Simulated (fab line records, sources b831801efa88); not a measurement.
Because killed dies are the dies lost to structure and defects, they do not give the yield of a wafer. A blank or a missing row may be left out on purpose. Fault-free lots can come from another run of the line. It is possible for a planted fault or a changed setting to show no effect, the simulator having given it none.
fab line records	flow sky130	part 1 of 2: steps 1 to 30 of 44
[record] lots = 5	wafers = 15	last-day = 49
route steps=708 shown LDD_LDN@301 SPACER@304 POLY_CUT@307 SD_P@320 RES_XHIGH@332 SD_N@342
lots untouched by any fault: they come from a run of this same line in which no faults occurred
start-h: hours from the record's first day to the start of the lot's first wafer shown	wait-h: hours from the lot's prior step to this one	" repeats the value in the row above	L1.1+2: a single row standing in for several wafers	- no value present, or no start provided	* or withheld: withheld	< > ~ a bound
route shown NAME@n: a module of which the file shows steps, and the number in the route of the first	usual: average and standard deviation across the fault-free wafers	same: alike in all rows	chamber/n: place in a boat	sites: each site's reading	_std_site: the standard deviation of these	_edge_site: mean of outer sites minus mean of inner sites	radius-mm: how far each site lies from the wafer's centre	mask NAME#n: copy n	behind: the last tool/chamber to shape the wafer	hold: why the lot went on hold/how many hours it stayed there/how the hold came to an end	device: the transistor (n, p or np) that didn't switch	end of line: the route-end tests of the same wafers	a step with no rows: only its recipe	killed: dies lost to structure and defects at the first sort, not the wafer's yield	map: dies across one wafer; x = killed, . = not, _ = none there
set.NAME: the run value of the setting; set.NAME@STEP: its run value at that earlier step	model.NAME: the simulator's own value behind a step, which no gauge read
a table for each step, a row for each wafer; lots at some steps of the route
services: when a tool's chamber went out of use (start-h, in hours from the record's first day, below 0 if earlier), for how many hours, and the reason
[[steps]]
[step SKY_LDD_LDN_STRIP_12]
[recipe] chemistry = O2/N2	power-w = 1400	pressure-mtorr = 1500	platen-temp-c = withheld	o2-flow-sccm = 3000	n2-flow-sccm = 300	overash-fraction = 0.5
[usual] drypump-motor-current-A = 5.7/0.36	oes-product-au = 0.715/0.0046	strip-time-to-endpoint-s = 14.19/0.037
lot.wafer	tool	chamber	start-h	wait-h	drypump-motor-current-A	oes-product-au	rf-hours-counter-h	strip-time-to-endpoint-s
L075.1	plasma-asher-01	0	534.11	0.1	5.4	0.718	11	14.29
L075.4	"	1	"	"	5.8	0.714	-	14.27
L075.6	"	1	"	"	5.8	0.720	-	14.23
L076.2	plasma-asher-02	0	541.87	0.1	6.3	0.713	44	14.19
L076.4	"	0	"	"	6.3	0.718	-	14.16
L076.6	"	0	"	"	6.3	0.715	-	14.16
L082.2	plasma-asher-01	1	593.31	0.1	5.8	0.709	17	14.21
L082.4	"	1	"	"	5.9	0.719	-	14.19
L082.5	"	0	"	"	5.4	0.713	-	14.19
L084.3	plasma-asher-01	1	610.24	0.1	5.8	0.714	-	14.19
L084.4	"	0	"	"	5.4	0.712	-	14.18
L084.5	"	0	"	"	5.5	0.718	-	14.20
L090.2	plasma-asher-02	1	669.85	0.1	5.2	0.715	55	14.17
L090.5	"	0	"	"	6.3	0.719	-	14.18
L090.6	"	1	"	"	5.2	0.710	-	14.12
[step SKY_LDD_LDN_TW_MEAS_13]
[usual] LDD_LDN_TW = 1472/6.9
lot.wafer	tool	chamber	start-h	wait-h	LDD_LDN_TW
L075.1	film-metro-03	-	534.21	0.1	1486
L075.4	"	-	"	"	1473
L075.6	"	-	"	"	1479
L076.2	film-metro-04	-	541.98	0.1	1478
L076.4	"	-	"	"	1468
L076.6	"	-	"	"	1465
L082.2	film-metro-01	-	593.42	0.1	1467
L082.4	"	-	"	"	1473
L082.5	"	-	"	"	1470
L084.3	film-metro-03	-	610.33	0.1	1475
L084.4	"	-	"	"	1478
L084.5	"	-	"	"	1475
L090.2	film-metro-03	-	669.96	0.1	1480
L090.5	"	-	"	"	1477
L090.6	"	-	"	"	1473
[step SKY_LDD_LDN_CLEAN_14]
[recipe] chemistry = SC1/SC2	mix = 1:4:20	temp-c = 70	time-s = 150	dry = n2-spin
lot.wafer	tool	chamber	start-h	wait-h
L075.1+4+6	wet-bench-01	3	534.27	0.1
L076.2+4+6	wet-bench-04	1	542.03	0.0
L082.2+4+5	wet-bench-04	3	593.47	0.0
L084.3+4+5	wet-bench-01	0	610.37	0.0
L090.2+5+6	wet-bench-04	3	670.01	0.0
[step SKY_SPACER_CVD_00]
[recipe] material = Si3N4	precursor = DCS/NH3	target-thk-nm = 43.1	temp-c = 770	time-s = 740	pressure-mtorr = 250
lot.wafer	tool	chamber	start-h	wait-h
L075.1+4+6	lpcvd-02	0	534.32	0.0
L076.2+4+6	lpcvd-02	1	542.08	0.0
L082.2+4+5	lpcvd-02	0	593.52	0.0
L084.3+4+5	lpcvd-02	0	610.42	0.0
L090.2+5+6	lpcvd-02	0	670.06	0.0
[step SKY_SPACER_THK_MEAS_01]
[recipe] reads = Si3N4_of_SPACER_CVD_00
[usual] SPACER_CVD_00_THK = 43.3/0.36
lot.wafer	tool	chamber	start-h	wait-h	SPACER_CVD_00_THK[nm]
L075.1	film-metro-02	-	535.52	0.0	43.1
L075.4	"	-	"	"	42.9
L075.6	"	-	"	"	43.0
L076.2	film-metro-02	-	543.30	0.0	42.9
L076.4	"	-	"	"	43.2
L076.6	"	-	"	"	43.1
L082.2	film-metro-03	-	594.73	0.0	43.0
L082.4	"	-	"	"	43.4
L082.5	"	-	"	"	43.3
L084.3	film-metro-01	-	612.25	0.0	43.2
L084.4	"	-	"	"	43.5
L084.5	"	-	"	"	43.5
L090.2	film-metro-01	-	671.28	0.0	43.5
L090.5	"	-	"	"	43.9
L090.6	"	-	"	"	43.8
[step SKY_SPACER_ETCHBACK_02]
[recipe] chemistry = CH3F/O2	target = Si3N4	stop-on = SiO2	source-w = 400	bias-w = 80	pressure-mtorr = 25	ch3f-flow-sccm = 40	O2_flow_sccm = 30	time-s = 46.7	target-depth-a = 450
[usual] bias-w = 79.98/0.25	drypump-motor-current-A = 5.62/0.26	oes-product-au = 0.856/0.006	throttle-valve-pct = 10.561/0.009
lot.wafer	tool	chamber	start-h	wait-h	bias-w	drypump-motor-current-A	oes-product-au	rf-hours-counter-h	throttle-valve-pct
L075.1	rie-diel-02	0	535.58	0.1	80.30	5.47	0.860	4	10.549
L075.4	"	1	"	"	79.97	6.08	0.847	6	10.568
L075.6	"	1	"	"	79.81	6.07	0.853	-	10.557
L076.2	rie-diel-01	0	543.35	0.0	80.26	5.55	0.853	7	10.557
L076.4	"	2	"	"	80.12	5.83	0.849	-	10.563
L076.6	"	3	"	"	79.84	5.28	0.850	-	10.579
L082.2	rie-diel-02	0	594.78	0.0	80.05	5.47	0.845	5	10.555
L082.4	"	3	"	"	80.31	5.53	0.855	0	10.582
L082.5	"	0	"	"	79.80	5.44	0.859	-	10.560
L084.3	rie-diel-03	1	612.29	0.0	80.14	5.59	0.855	42	10.554
L084.4	"	2	"	"	79.46	5.69	0.861	17	10.556
L084.5	"	2	"	"	79.60	5.70	0.856	-	10.564
L090.2	rie-diel-02	1	671.33	0.0	79.97	6.10	0.854	8	10.559
L090.5	"	2	"	"	79.92	5.28	0.858	-	10.558
L090.6	"	1	"	"	80.03	6.07	0.861	-	10.560
[step SKY_POLY_CUT_DEHYDRATE_00]
[recipe] temp-c = 200	time-s = 60
lot.wafer	tool	chamber	start-h	wait-h
L075.1+4+6	litho-track-03	0	549.71	14.1
L076.2+4+6	litho-track-03	0	557.24	13.9
L082.2+4+5	litho-track-04	0	608.59	13.8
L084.3+4+5	litho-track-03	0	627.01	14.7
L090.2+5+6	litho-track-04	0	685.09	13.7
[step SKY_POLY_CUT_HMDS_01]
[recipe] prime-time-s = 60	prime-temp-c = 120
lot.wafer	tool	chamber	start-h	wait-h
L075.1+4+6	litho-track-03	0	549.86	0.1
L076.2+4+6	litho-track-03	0	557.39	0.1
L082.2+4+5	litho-track-04	0	608.74	0.1
L084.3+4+5	litho-track-03	0	627.16	0.1
L090.2+5+6	litho-track-04	0	685.24	0.1
[step SKY_POLY_CUT_COAT_02]
[recipe] resist = BARC	temp-c = withheld	time-s = withheld	spin-rpm = 3000	resist-thk-nm = 60
lot.wafer	tool	chamber	start-h	wait-h
L075.1+4+6	litho-track-03	0	550.01	0.1
L076.2+4+6	litho-track-03	0	557.54	0.1
L082.2+4+5	litho-track-04	0	608.89	0.1
L084.3+4+5	litho-track-03	0	627.31	0.1
L090.2+5+6	litho-track-04	0	685.39	0.1
[step SKY_POLY_CUT_COAT_03]
[recipe] resist = KrF-thick	spin-rpm = 3000	resist-thk-nm = 450
lot.wafer	tool	chamber	start-h	wait-h
L075.1+4+6	litho-track-03	0	-	-
L076.2+4+6	litho-track-03	0	-	-
L082.2+4+5	litho-track-04	0	-	-
L084.3+4+5	litho-track-03	0	-	-
L090.2+5+6	litho-track-04	0	-	-
[step SKY_POLY_CUT_SOFTBAKE_04]
[recipe] temp-c = 100	time-s = 90	resist = KrF-thick
lot.wafer	tool	chamber	start-h	wait-h
L075.1+4+6	litho-track-03	0	-	-
L076.2+4+6	litho-track-03	0	-	-
L082.2+4+5	litho-track-04	0	-	-
L084.3+4+5	litho-track-03	0	-	-
L090.2+5+6	litho-track-04	0	-	-
[step SKY_POLY_CUT_EXPOSE_05]
[recipe] mask-id = NPCM	na = 0.8	source-shape = annular	sigma-inner = 0.55	sigma-outer = 0.85	target-cd-nm = 270	dose-mj = 32
lot.wafer	tool	chamber	start-h	wait-h	mask
L075.1+4+6	krf-scanner-01	0	-	-	NPCM#0
L076.2+4+6	krf-scanner-02	0	-	-	NPCM#0
L082.2+4+5	krf-scanner-02	0	-	-	NPCM#0
L084.3+4+5	krf-scanner-01	0	-	-	NPCM#0
L090.2+5+6	krf-scanner-02	0	-	-	NPCM#0
[step SKY_POLY_CUT_PEB_06]
[recipe] peb-temp-c = withheld	peb-time-s = withheld	resist = KrF-thick
lot.wafer	tool	chamber	start-h	wait-h
L075.1+4+6	litho-track-04	0	-	-
L076.2+4+6	litho-track-04	0	-	-
L082.2+4+5	litho-track-03	0	-	-
L084.3+4+5	litho-track-03	0	-	-
L090.2+5+6	litho-track-03	0	-	-
[step SKY_POLY_CUT_DEVELOP_07]
[recipe] develop-time-s = 60	resist = KrF-thick	dev-temp-c = 21
lot.wafer	tool	chamber	start-h	wait-h
L075.1+4+6	litho-track-04	0	-	-
L076.2+4+6	litho-track-04	0	-	-
L082.2+4+5	litho-track-03	0	-	-
L084.3+4+5	litho-track-03	0	-	-
L090.2+5+6	litho-track-03	0	-	-
[step SKY_POLY_CUT_CD_MEAS_08]
[recipe] target-cd-nm = 270
[usual] cd-nm = 269.5/1.4
lot.wafer	tool	chamber	start-h	wait-h	cd-nm
L075.1	cd-sem-02	-	565.07	-	268.8
L075.4	"	-	"	"	269.2
L075.6	"	-	"	"	267.7
L076.2	cd-sem-01	-	572.59	-	267.3
L076.4	"	-	"	"	268.4
L076.6	"	-	"	"	267.1
L082.2	cd-sem-02	-	624.53	-	270.7
L082.4	"	-	"	"	269.2
L082.5	"	-	"	"	268.7
L084.3	cd-sem-01	-	641.65	-	269.8
L084.4	"	-	"	"	271.3
L084.5	"	-	"	"	270.5
L090.2	cd-sem-01	-	698.88	-	270.4
L090.5	"	-	"	"	270.9
L090.6	"	-	"	"	271.3
[step SKY_POLY_CUT_OVL_MEAS_09]
[usual] POLY_CUT_OVL = 0/7
lot.wafer	tool	chamber	start-h	wait-h	POLY_CUT_OVL[nm]
L075.1	overlay-02	-	565.19	0.1	-14
L075.4	"	-	"	"	-6
L075.6	"	-	"	"	-4
L076.2	overlay-01	-	572.69	0.1	12
L076.4	"	-	"	"	-1
L076.6	"	-	"	"	-2
L082.2	overlay-01	-	624.64	0.1	-2
L082.4	"	-	"	"	-8
L082.5	"	-	"	"	4
L084.3	overlay-01	-	641.74	0.1	3
L084.4	"	-	"	"	-9
L084.5	"	-	"	"	-4
L090.2	overlay-01	-	698.99	0.1	14
L090.5	"	-	"	"	2
L090.6	"	-	"	"	2
[step SKY_POLY_CUT_ETCH_10]
[recipe] chemistry = N2/H2	target = BARC	ion-energy-ev = 200	source-w = 500	bias-w = 100	pressure-mtorr = 30	n2-flow-sccm = 100	h2-flow-sccm = 200	stop-on = SiO2	time-s = 45.9	target-depth-a = 600
[usual] bias-w = 100.0/0.34	drypump-motor-current-A = 5.6/0.32	oes-product-au = 0.855/0.0049	throttle-valve-pct = 13.225/0.0094
lot.wafer	tool	chamber	start-h	wait-h	bias-w	drypump-motor-current-A	oes-product-au	rf-hours-counter-h	throttle-valve-pct
L075.1	rie-diel-02	1	565.22	0.0	99.9	6.1	0.846	6	13.208
L075.4	"	0	"	"	99.7	5.4	0.860	-	13.225
L075.6	"	2	"	"	99.3	5.3	0.854	-	13.221
L076.2	rie-diel-02	1	572.72	0.0	100.2	6.1	0.848	6	13.235
L076.4	"	1	"	"	99.7	6.1	0.860	-	13.225
L076.6	"	0	"	"	100.1	5.5	0.855	-	13.232
L082.2	rie-diel-04	1	624.67	0.0	100.0	5.2	0.858	16	13.238
L082.4	"	0	"	"	99.5	5.5	0.852	9	13.212
L082.5	"	2	"	"	100.5	6.3	0.853	-	13.220
L084.3	rie-diel-01	1	641.77	0.0	100.5	5.8	0.846	2	13.239
L084.4	"	3	"	"	100.2	5.3	0.863	11	13.209
L084.5	"	3	"	"	100.0	5.3	0.844	-	13.220
L090.2	rie-diel-01	3	699.02	0.0	99.9	5.3	0.855	12	13.228
L090.5	"	1	"	"	100.1	5.8	0.863	-	13.218
L090.6	"	0	"	"	100.3	5.5	0.851	-	13.210
[step SKY_POLY_CUT_ETCH_11]
[recipe] target = Si3N4	chemistry = CF4/CH2F2/Ar	stop-on = poly-Si	source-w = 600	bias-w = 150	pressure-mtorr = 40	cf4-flow-sccm = 40	ch2f2-flow-sccm = 20	Ar_flow_sccm = 150	time-s = 42.5	target-depth-a = 600
[usual] bias-w = 150.1/0.42	cf4-flow-sccm = 39.99/0.12	drypump-motor-current-A = 5.6/0.32	oes-product-au = 0.827/0.0073	throttle-valve-pct = 14.995/0.01
lot.wafer	tool	chamber	start-h	wait-h	bias-w	cf4-flow-sccm	drypump-motor-current-A	oes-product-au	rf-hours-counter-h	throttle-valve-pct
L075.1	rie-diel-02	1	565.27	0.0	149.8	40.10	6.1	0.818	6	14.986
L075.4	"	0	"	"	150.2	40.26	5.4	0.820	-	14.986
L075.6	"	2	"	"	150.3	39.97	5.3	0.822	-	15.006
L076.2	rie-diel-02	1	572.77	0.0	150.4	39.92	6.1	0.818	6	15.001
L076.4	"	1	"	"	149.8	40.00	6.1	0.831	-	14.983
L076.6	"	0	"	"	149.6	40.17	5.5	0.829	-	14.975
L082.2	rie-diel-04	1	624.71	0.0	150.0	39.79	5.2	0.823	16	14.991
L082.4	"	0	"	"	150.1	40.02	5.5	0.821	9	14.986
L082.5	"	2	"	"	150.2	39.87	6.4	0.826	-	14.983
L084.3	rie-diel-01	1	641.81	0.0	150.6	40.17	5.9	0.824	2	15.005
L084.4	"	3	"	"	150.0	39.82	5.3	0.822	11	15.001
L084.5	"	3	"	"	149.9	39.90	5.3	0.817	-	14.978
L090.2	rie-diel-01	3	699.06	0.0	149.6	39.70	5.3	0.834	12	14.983
L090.5	"	1	"	"	150.6	39.92	5.8	0.829	-	15.008
L090.6	"	0	"	"	150.3	39.92	5.5	0.823	-	14.987
[step SKY_POLY_CUT_STRIP_12]
[recipe] chemistry = O2/N2	power-w = 1400	pressure-mtorr = 1500	platen-temp-c = withheld	o2-flow-sccm = 3000	n2-flow-sccm = 300	overash-fraction = 0.5
[usual] drypump-motor-current-A = 5.3/0.41	oes-product-au = 0.452/0.0042	strip-time-to-endpoint-s = 5.352/0.016
lot.wafer	tool	chamber	start-h	wait-h	drypump-motor-current-A	oes-product-au	rf-hours-counter-h	strip-time-to-endpoint-s
L075.1	plasma-asher-02	0	565.31	0.0	6.3	0.456	46	5.351
L075.4	"	0	"	"	6.3	0.446	-	5.359
L075.6	"	0	"	"	6.3	0.455	-	5.365
L076.2	plasma-asher-02	1	572.81	0.0	5.2	0.445	47	5.342
L076.4	"	0	"	"	6.3	0.451	-	5.377
L076.6	"	0	"	"	6.3	0.449	-	5.375
L082.2	plasma-asher-01	0	624.75	0.0	5.5	0.444	20	5.360
L082.4	"	0	"	"	5.4	0.452	-	5.345
L082.5	"	0	"	"	5.4	0.449	-	5.370
L084.3	plasma-asher-03	1	641.88	0.1	5.1	0.453	-	5.357
L084.4	"	0	"	"	5.0	0.456	-	5.353
L084.5	"	1	"	"	5.1	0.452	-	5.371
L090.2	plasma-asher-03	1	699.10	0.0	5.1	0.455	88	5.332
L090.5	"	0	"	"	5.0	0.447	-	5.365
L090.6	"	1	"	"	5.0	0.453	-	5.317
[step SKY_SD_P_DEHYDRATE_00]
[recipe] temp-c = 200	time-s = 60
lot.wafer	tool	chamber	start-h	wait-h
L075.1+4+6	litho-track-03	0	578.56	13.2
L076.2+4+6	litho-track-04	0	586.19	13.4
L082.2+4+5	litho-track-03	0	638.84	14.1
L084.3+4+5	litho-track-04	0	656.27	14.4
L090.2+5+6	litho-track-03	0	713.24	14.1
[step SKY_SD_P_HMDS_01]
[recipe] prime-time-s = 60	prime-temp-c = 120
lot.wafer	tool	chamber	start-h	wait-h
L075.1+4+6	litho-track-03	0	578.71	0.1
L076.2+4+6	litho-track-04	0	586.34	0.1
L082.2+4+5	litho-track-03	0	638.99	0.1
L084.3+4+5	litho-track-04	0	656.42	0.1
L090.2+5+6	litho-track-03	0	713.39	0.1
[step SKY_SD_P_COAT_02]
[recipe] resist = NOVOLAK	spin-rpm = 3000	resist-thk-nm = 1140
lot.wafer	tool	chamber	start-h	wait-h
L075.1+4+6	litho-track-03	0	578.86	0.1
L076.2+4+6	litho-track-04	0	586.49	0.1
L082.2+4+5	litho-track-03	0	639.14	0.1
L084.3+4+5	litho-track-04	0	656.57	0.1
L090.2+5+6	litho-track-03	0	713.54	0.1
[step SKY_SD_P_SOFTBAKE_03]
[recipe] temp-c = 90	time-s = 60	resist = NOVOLAK
lot.wafer	tool	chamber	start-h	wait-h
L075.1+4+6	litho-track-03	0	579.01	0.1
L076.2+4+6	litho-track-04	0	586.64	0.1
L082.2+4+5	litho-track-03	0	639.29	0.1
L084.3+4+5	litho-track-04	0	656.72	0.1
L090.2+5+6	litho-track-03	0	713.69	0.1
[step SKY_SD_P_EXPOSE_04]
[recipe] mask-id = PSDM	na = 0.6	source-shape = conventional	sigma-outer = 0.6	polarization = unpolarized	target-cd-nm = 380	dose-mj = 138
lot.wafer	tool	chamber	start-h	wait-h	mask
L075.1+4+6	iline-stepper-01	0	-	-	PSDM#0
L076.2+4+6	iline-stepper-02	0	-	-	PSDM#0
L082.2+4+5	iline-stepper-02	0	-	-	PSDM#0
L084.3+4+5	iline-stepper-02	0	-	-	PSDM#0
L090.2+5+6	iline-stepper-02	0	-	-	PSDM#0
[step SKY_SD_P_PEB_05]
[recipe] temp-c = withheld	time-s = *	resist = NOVOLAK
lot.wafer	tool	chamber	start-h	wait-h
L075.1+4+6	litho-track-02	0	-	-
L076.2+4+6	litho-track-02	0	-	-
L082.2+4+5	litho-track-02	0	-	-
L084.3+4+5	litho-track-03	0	-	-
L090.2+5+6	litho-track-03	0	-	-
[step SKY_SD_P_DEVELOP_06]
[recipe] resist = NOVOLAK	developer = TMAH	develop-time-s = 60	dev-temp-c = 23
lot.wafer	tool	chamber	start-h	wait-h
L075.1+4+6	litho-track-02	0	594.23	0.1
L076.2+4+6	litho-track-02	0	601.46	0.1
L082.2+4+5	litho-track-02	0	652.85	0.1
L084.3+4+5	litho-track-03	0	670.51	0.1
L090.2+5+6	litho-track-03	0	726.39	0.1
[step SKY_SD_P_CD_MEAS_07]
[recipe] target-cd-nm = 380
[usual] cd-nm = 379.7/2.5
lot.wafer	tool	chamber	start-h	wait-h	cd-nm
L075.1	cd-sem-02	-	594.48	0.2	381.9
L075.4	"	-	"	"	379.9
L075.6	"	-	"	"	379.3
L076.2	cd-sem-01	-	601.60	0.1	381.4
L076.4	"	-	"	"	381.0
L076.6	"	-	"	"	380.3
L082.2	cd-sem-01	-	653.00	0.1	381.4
L082.4	"	-	"	"	379.9
L082.5	"	-	"	"	381.2
L084.3	cd-sem-02	-	670.65	0.1	374.1
L084.4	"	-	"	"	375.4
L084.5	"	-	"	"	374.9
L090.2	cd-sem-02	-	726.53	0.1	382.5
L090.5	"	-	"	"	380.7
L090.6	"	-	"	"	383.1
[step SKY_SD_P_OVL_MEAS_08]
[usual] SD_P_OVL = -0.5/1.4
lot.wafer	tool	chamber	start-h	wait-h	SD_P_OVL[nm]
L075.1	overlay-01	-	594.60	0.1	-2.3
L075.4	"	-	"	"	-3.1
L075.6	"	-	"	"	-2.4
L076.2	overlay-01	-	601.71	0.1	-1.6
L076.4	"	-	"	"	0.6
L076.6	"	-	"	"	-0.2
L082.2	overlay-02	-	653.11	0.1	1.2
L082.4	"	-	"	"	1.1
L082.5	"	-	"	"	1.7
L084.3	overlay-02	-	670.74	0.1	1.0
L084.4	"	-	"	"	1.2
L084.5	"	-	"	"	1.0
L090.2	overlay-01	-	726.64	0.1	-0.3
L090.5	"	-	"	"	-1.6
L090.6	"	-	"	"	0.5
[step SKY_SD_P_IMPLANT_09]
[recipe] species = BF2	energy-kev = 20	dose-cm2 = 3e+15	tilt-deg = 0
[usual] faraday-current-uA = 11661/1000
lot.wafer	tool	chamber	start-h	wait-h	faraday-current-uA
L075.1	implanter-02	0	594.64	0.0	11047
L075.4	"	0	"	"	11223
L075.6	"	0	"	"	10704
L076.2	implanter-04	0	601.76	0.0	10680
L076.4	"	0	"	"	11236
L076.6	"	0	"	"	11324
L082.2	implanter-02	0	653.16	0.0	10937
L082.4	"	0	"	"	10803
L082.5	"	0	"	"	11024
L084.3	implanter-02	0	670.82	0.1	11042
L084.4	"	0	"	"	11072
L084.5	"	0	"	"	10706
L090.2	implanter-03	0	726.69	0.0	13351
L090.5	"	0	"	"	13445
L090.6	"	0	"	"	13556
[step SKY_SD_P_STRIP_10]
[recipe] chemistry = O2/N2	power-w = 1400	pressure-mtorr = 1500	platen-temp-c = withheld	o2-flow-sccm = 3000	n2-flow-sccm = 300	overash-fraction = 0.5
[usual] drypump-motor-current-A = 5.5/0.45	oes-product-au = 0.618/0.0044	strip-time-to-endpoint-s = 17.50/0.033
lot.wafer	tool	chamber	start-h	wait-h	drypump-motor-current-A	oes-product-au	rf-hours-counter-h	strip-time-to-endpoint-s
L075.1	plasma-asher-04	0	594.79	0.1	6.0	0.615	84	17.55
L075.4	"	0	"	"	6.0	0.614	-	17.52
L075.6	"	0	"	"	6.0	0.630	-	17.54
L076.2	plasma-asher-03	1	601.89	0.1	5.1	0.614	78	17.48
L076.4	"	1	"	"	5.1	0.617	-	17.47
L076.6	"	1	"	"	5.1	0.618	-	17.48
L082.2	plasma-asher-04	1	653.29	0.1	5.5	0.617	90	17.50
L082.4	"	1	"	"	5.5	0.618	-	17.49
L082.5	"	1	"	"	5.5	0.612	-	17.47
L084.3	plasma-asher-03	1	670.95	0.1	5.1	0.623	-	17.52
L084.4	"	0	"	"	5.1	0.614	-	17.56
L084.5	"	1	"	"	5.1	0.619	-	17.51
L090.2	plasma-asher-04	0	726.82	0.1	6.0	0.624	97	17.50
L090.5	"	0	"	"	6.0	0.613	-	17.51
L090.6	"	1	"	"	5.5	0.617	-	17.48
